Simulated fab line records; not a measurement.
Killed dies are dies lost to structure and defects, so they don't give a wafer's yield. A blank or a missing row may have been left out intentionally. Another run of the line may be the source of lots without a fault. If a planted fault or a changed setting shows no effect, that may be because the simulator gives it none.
Which tool did it? -- flow gf180mcu -- 30 wafers from 10 lots sampled at 6 of the route's 602 steps

== WHAT THE GAUGES READ, wafer by wafer ==
GF_MVPSD_TW_MEAS_11.
lot,measured,on,MVPSD_TW
L875,day 5 01:10,film-metro-04,550 547 550
L876,day 5 06:13,film-metro-01,542 544 543
L877,day 5 12:17,film-metro-04,551 551 553
L878,day 5 16:56,film-metro-03,557 556 558
L879,day 6 02:41,film-metro-01,545 545 546
L880,day 6 08:16,film-metro-03,555 548 553
L881,day 6 12:32,film-metro-01,637 637 638
L882,day 6 20:01,film-metro-01,638 636 638
L883,day 7 01:04,film-metro-03,650 648 646
L884,day 7 06:33,film-metro-03,649 648 650

GF_VT_IMPLANT_RS_MEAS_49: a four-point-probe measurement.
lot,measured,on,MVPSD_RS (ohm/sq)
L875,day 7 14:09,film-metro-01,1171 1170 1171
L876,day 7 19:48,film-metro-01,1174 1169 1170
L877,day 8 01:31,film-metro-01,1169 1169 1166
L878,day 8 07:43,film-metro-04,1164 1165 1164
L879,day 8 17:52,film-metro-03,1170 1172 1167
L880,day 9 01:37,film-metro-01,1172 1174 1169
L881,day 9 07:10,film-metro-03,1203 1206 1203
L882,day 9 15:00,film-metro-01,1197 1197 1197
L883,day 9 20:52,film-metro-01,1191 1197 1195
L884,day 10 03:32,film-metro-03,1200 1201 1196

== EACH LOT AND THE TOOL THAT RAN IT (in order: tool; ch and the chambers of the sampled wafers; start) ==
lot,GF_STI_CMP_25,GF_MVPSD_IMPLANT_09,GF_MVPSD_STRIP_10,GF_VT_IMPLANT_STRIP_09
L875,"cmp-01 ch 0,1,2, day 2 03:34","implanter-03 ch 0, day 5 00:57","plasma-asher-01 ch 0,1, day 5 01:05","plasma-asher-01 ch 0,1, day 5 15:52"
L876,"cmp-01 ch 0,3, day 2 08:47","implanter-01 ch 0, day 5 05:59","plasma-asher-03 ch 0,1, day 5 06:07","plasma-asher-04 ch 0,1, day 5 20:26"
L877,"cmp-01 ch 2,3, day 2 14:22","implanter-02 ch 0, day 5 12:02","plasma-asher-02 ch 0,1, day 5 12:11","plasma-asher-02 ch 0,1, day 6 02:51"
L878,"cmp-01 ch 0,1,2, day 2 17:56","implanter-03 ch 0, day 5 16:41","plasma-asher-03 ch 0,1, day 5 16:50","plasma-asher-02 ch 0,1, day 6 07:44"
L879,"cmp-01 ch 0,1,3, day 3 01:28","implanter-01 ch 0, day 6 02:26","plasma-asher-03 ch 0,1, day 6 02:35","plasma-asher-04 ch 0,1, day 6 17:21"
L880,"cmp-02 ch 0,1,3, day 3 07:43","implanter-03 ch 0, day 6 08:02","plasma-asher-03 ch 0,1, day 6 08:11","plasma-asher-02 ch 0,1, day 7 00:02"
L881,"cmp-02 ch 2,3, day 3 11:40","implanter-01 ch 0, day 6 12:17","plasma-asher-03 ch 0,1, day 6 12:26","plasma-asher-02 ch 0,1, day 7 04:09"
L882,"cmp-02 ch 0,2,3, day 3 16:58","implanter-01 ch 0, day 6 19:47","plasma-asher-01 ch 0,1, day 6 19:56","plasma-asher-02 ch 0,1, day 7 11:29"
L883,"cmp-01 ch 1,2,3, day 3 20:55","implanter-02 ch 0, day 7 00:41","plasma-asher-01 ch 0,1, day 7 00:50","plasma-asher-01 ch 0,1, day 7 17:00"
L884,"cmp-02 ch 0,2,3, day 4 02:26","implanter-01 ch 0, day 7 06:19","plasma-asher-01 ch 0,1, day 7 06:26","plasma-asher-01 ch 0,1, day 7 22:45"
- GF_STI_CMP_25: polishes, stops on Si3N4, t overpolish 33 s, target thk 524.6 nm.
- GF_MVPSD_IMPLANT_09
- GF_MVPSD_STRIP_10: strips in O2/N2.
- GF_VT_IMPLANT_STRIP_09: strips in O2/N2.

== WHAT THE TOOLS THEMSELVES READ (means of the sampled wafers that have a number; where no wafer has one, the mark that the record gives instead) ==
GF_STI_CMP_25.
lot,tool,motor-current-A (A),overpolish-run-s (s),retaining-ring-pressure-frac,time-to-endpoint-s (s)
L875,cmp-01,11.4,32.995,1.000,123
L876,cmp-01,11.5,33.004,1.004,119
L877,cmp-01,11.8,32.996,0.994,123
L878,cmp-01,11.6,32.988,1.001,127
L879,cmp-01,11.6,33.000,1.001,122
L880,cmp-02,12.8,33.015,0.999,124
L881,cmp-02,12.5,32.998,1.002,119
L882,cmp-02,12.5,32.998,1.004,124
L883,cmp-01,11.8,33.000,0.999,126
L884,cmp-02,12.5,32.994,0.998,123

GF_MVPSD_STRIP_10.
lot,tool,drypump-motor-current-A (A),heater-power-w (W),oes-product-au (a.u.),strip-time-to-endpoint-s (s)
L875,plasma-asher-01,5.6,328,0.722,37.00
L876,plasma-asher-03,5.1,415,0.725,36.93
L877,plasma-asher-02,5.9,316,0.726,36.89
L878,plasma-asher-03,5.2,417,0.720,36.83
L879,plasma-asher-03,5.2,417,0.723,36.94
L880,plasma-asher-03,5.1,412,0.721,36.86
L881,plasma-asher-03,5.1,411,0.721,36.96
L882,plasma-asher-01,5.6,320,0.726,36.98
L883,plasma-asher-01,5.6,331,0.725,37.07
L884,plasma-asher-01,5.7,327,0.719,36.94

GF_VT_IMPLANT_STRIP_09.
lot,tool,drypump-motor-current-A (A),heater-power-w (W),oes-product-au (a.u.),strip-time-to-endpoint-s (s)
L875,plasma-asher-01,5.6,318,0.714,12.66
L876,plasma-asher-04,5.3,347,0.715,12.59
L877,plasma-asher-02,5.9,322,0.714,12.69
L878,plasma-asher-02,5.5,356,0.716,12.71
L879,plasma-asher-04,5.8,351,0.717,12.62
L880,plasma-asher-02,5.5,354,0.719,12.63
L881,plasma-asher-02,5.5,347,0.716,12.61
L882,plasma-asher-02,5.5,359,0.716,12.68
L883,plasma-asher-01,5.7,331,0.716,12.60
L884,plasma-asher-01,5.6,319,0.720,12.63

== THE ANSWER, worked out from the rows above alone ==
Rule: the lots themselves supply what counts as usual. Put in order of their means at a reading, lots are off if they are a third of the lots or fewer, leave a main group of 4 or more, and stand apart from it by a gap of 3 or more times the standard deviation of the main group's means; of several such gaps the widest counts. A main group is skipped when, at the precision printed for the reading in the tables above, its means are all equal. A lot without any number at a reading at which 4 lots or more have one is off too. Where the step has rows for the other lots, those lots are counted as sound. After the gauges, taken in route order, come the tools' own readings; for these a lot's mean is taken, as printed above. The first step at which some lot is off is used, and at that step the reading that is off furthest; a lot without a number counts as furthest.
None of the lots is off at any reading shown; this tells nothing.

== WHAT THE SIMULATOR HAD INSERTED ==
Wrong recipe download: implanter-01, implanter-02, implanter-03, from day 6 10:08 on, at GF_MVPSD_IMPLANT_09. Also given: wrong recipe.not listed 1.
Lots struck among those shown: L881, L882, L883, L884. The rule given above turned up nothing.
